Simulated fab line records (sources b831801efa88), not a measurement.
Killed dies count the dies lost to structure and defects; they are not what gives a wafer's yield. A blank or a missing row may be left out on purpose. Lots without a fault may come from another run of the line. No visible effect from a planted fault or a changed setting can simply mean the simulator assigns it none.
Which tool was responsible? | flow gf180mcu | Sampling: 14 lots, 42 wafers, 4 of 602 route steps

== WHAT THE GAUGES SHOWED, per wafer ==
GF_V4_THK_MEAS_03.
lot  | measured     | on            | V4_CVD_02_THK (nm)
L101 | day 23 11:09 | film-metro-03 | 848 863 876
L104 | day 24 15:40 | film-metro-02 | 839 849 853
L105 | day 24 23:40 | film-metro-03 | 847 856 858
L106 | day 25 10:10 | film-metro-02 | 850 841 845
L107 | day 25 17:05 | film-metro-02 | 846 846 860
L108 | day 26 08:55 | film-metro-03 | 826 838 841
L109 | day 26 12:00 | film-metro-02 | 845 873 863
L110 | day 26 17:43 | film-metro-03 | 851 830 862
L112 | day 27 11:27 | film-metro-03 | 835 847 844
L113 | day 27 16:27 | film-metro-02 | 841 852 859
L114 | day 27 21:36 | film-metro-02 | 854 861 860
L121 | day 29 23:25 | film-metro-02 | 823 851 844
L123 | day 30 10:02 | film-metro-03 | 841 840 862
L124 | day 30 15:31 | film-metro-02 | 838 837 858

== EACH LOT AND THE TOOL THAT RAN IT (in order: tool; ch and the chambers of the sampled wafers; start) ==
lot  | GF_DNWELL_STRIP_08                  | GF_V3_CVD_23                  | GF_M4_SPUTTER_00
L101 | plasma-asher-03 ch 0,1, day 2 17:09 | cvd-w-02 ch 0,1, day 22 10:12 | pvd-sputter-01, day 22 10:45
L104 | plasma-asher-03 ch 0,1, day 3 11:49 | cvd-w-01 ch 0,1, day 23 15:49 | pvd-sputter-04, day 23 16:24
L105 | plasma-asher-02 ch 0,1, day 3 16:17 | cvd-w-01 ch 0,1, day 24 00:09 | pvd-sputter-04, day 24 00:42
L106 | plasma-asher-03 ch 0,1, day 3 20:54 | cvd-w-02 ch 0,1, day 24 10:37 | pvd-sputter-04, day 24 11:13
L107 | plasma-asher-03 ch 0,1, day 4 03:43 | cvd-w-01 ch 0,1, day 24 17:27 | pvd-sputter-04, day 24 18:02
L108 | plasma-asher-02 ch 0,1, day 4 08:43 | cvd-w-02 ch 0,1, day 25 09:52 | pvd-sputter-01, day 25 10:27
L109 | plasma-asher-03 ch 0,1, day 4 13:42 | cvd-w-02 ch 0,1, day 25 13:44 | pvd-sputter-04, day 25 14:19
L110 | plasma-asher-03 ch 0,1, day 4 17:24 | cvd-w-02 ch 0, day 25 19:06   | pvd-sputter-01, day 25 19:47
L112 | plasma-asher-03 ch 0,1, day 5 05:01 | cvd-w-01 ch 1, day 26 12:58   | pvd-sputter-04, day 26 13:40
L113 | plasma-asher-01 ch 0,1, day 5 09:24 | cvd-w-01 ch 1, day 26 18:46   | pvd-sputter-01, day 26 19:26
L114 | plasma-asher-03 ch 0,1, day 5 14:47 | cvd-w-01 ch 1, day 26 23:26   | pvd-sputter-03, day 27 00:04
L121 | plasma-asher-01 ch 0,1, day 7 06:15 | cvd-w-01 ch 1, day 29 02:28   | pvd-sputter-03, day 29 03:08
L123 | plasma-asher-02 ch 1, day 7 16:24   | cvd-w-01 ch 0,1, day 29 13:29 | pvd-sputter-01, day 29 14:05
L124 | plasma-asher-01 ch 0,1, day 7 20:07 | cvd-w-01 ch 1, day 29 19:08   | pvd-sputter-04, day 29 19:44
- GF_DNWELL_STRIP_08: strips in O2/N2.
- GF_V3_CVD_23: deposits W, target thk 350 nm, time 104.9 s.
- GF_M4_SPUTTER_00: material Ti, target thk 37.5 nm, time 150 s.

== AS READ BY THE TOOLS THEMSELVES (means over the sampled wafers that have a number; for cases with no such wafer, the mark the record gives instead) ==
GF_DNWELL_STRIP_08.
lot  | tool            | drypump-motor-current-A (A) | heater-power-w (W) | n2-flow-sccm (sccm) | oes-product-au (a.u.) | strip-time-to-endpoint-s (s)
L101 | plasma-asher-03 | 5.48                        | 324                | 301.1               | 0.720                 | 37.26
L104 | plasma-asher-03 | 5.47                        | 322                | 299.4               | 0.723                 | 37.17
L105 | plasma-asher-02 | 5.76                        | 315                | 300.2               | 0.723                 | 37.04
L106 | plasma-asher-03 | 5.50                        | 322                | 299.1               | 0.724                 | 37.04
L107 | plasma-asher-03 | 5.49                        | 322                | 300.4               | 0.722                 | 37.15
L108 | plasma-asher-02 | 5.90                        | 311                | 300.2               | 0.726                 | 37.27
L109 | plasma-asher-03 | 5.47                        | 323                | 299.4               | 0.719                 | 37.36
L110 | plasma-asher-03 | 5.63                        | 322                | 299.2               | 0.724                 | 37.19
L112 | plasma-asher-03 | 5.48                        | 319                | 300.9               | 0.724                 | 37.21
L113 | plasma-asher-01 | 5.71                        | 304                | 300.3               | 0.720                 | 37.34
L114 | plasma-asher-03 | 5.48                        | 324                | 299.7               | 0.723                 | 37.15
L121 | plasma-asher-01 | 5.71                        | 301                | 300.2               | 0.727                 | 37.16
L123 | plasma-asher-02 | 6.08                        | 309                | 300.8               | 0.722                 | 37.10
L124 | plasma-asher-01 | 5.71                        | 302                | 300.3               | 0.723                 | 37.35

GF_V3_CVD_23.
lot  | tool     | chamber-pressure-Torr (Torr) | heater-power-w (W)
L101 | cvd-w-02 | 40.03                        | 755
L104 | cvd-w-01 | 40.06                        | 886
L105 | cvd-w-01 | 39.97                        | 848
L106 | cvd-w-02 | 39.98                        | 765
L107 | cvd-w-01 | 39.95                        | 890
L108 | cvd-w-02 | 40.00                        | 764
L109 | cvd-w-02 | 40.07                        | 758
L110 | cvd-w-02 | 40.08                        | 753
L112 | cvd-w-01 | 39.99                        | 928
L113 | cvd-w-01 | 39.88                        | 927
L114 | cvd-w-01 | 39.97                        | 932
L121 | cvd-w-01 | 40.00                        | 933
L123 | cvd-w-01 | 39.97                        | 851
L124 | cvd-w-01 | 39.99                        | 934

GF_M4_SPUTTER_00.
lot  | tool           | throttle-valve-pct (%)
L101 | pvd-sputter-01 | 29.7
L104 | pvd-sputter-04 | 30.6
L105 | pvd-sputter-04 | 30.0
L106 | pvd-sputter-04 | 30.0
L107 | pvd-sputter-04 | 30.1
L108 | pvd-sputter-01 | 29.9
L109 | pvd-sputter-04 | 30.8
L110 | pvd-sputter-01 | 30.5
L112 | pvd-sputter-04 | 30.7
L113 | pvd-sputter-01 | 29.8
L114 | pvd-sputter-03 | 30.4
L121 | pvd-sputter-03 | 30.3
L123 | pvd-sputter-01 | 30.7
L124 | pvd-sputter-04 | 29.7

== THE ANSWER, worked out from the rows above alone ==
Rule: usual is defined by the lots themselves. Put in order of their means at a reading, lots are off if they are a third of the lots or fewer, leave a main group of 4 or more, and stand apart from it by a gap of 3 or more times the standard deviation of the main group's means; of several such gaps the widest counts. Not used: any main group whose means are identical at the precision the tables above print for the reading. Also off: a lot with no number at a reading for which 4 or more lots have one. Where the step has rows for the other lots, those lots are counted as sound. After the gauges, taken in route order, come the tools' own readings; for these a lot's mean is taken, as printed above. At the first step where some lot is off, the reading lying furthest off is the one used; lots without a number count as furthest.
No lot is off at any reading shown: from this, nothing can be told.

== WHAT WAS PUT IN BY THE SIMULATOR ==
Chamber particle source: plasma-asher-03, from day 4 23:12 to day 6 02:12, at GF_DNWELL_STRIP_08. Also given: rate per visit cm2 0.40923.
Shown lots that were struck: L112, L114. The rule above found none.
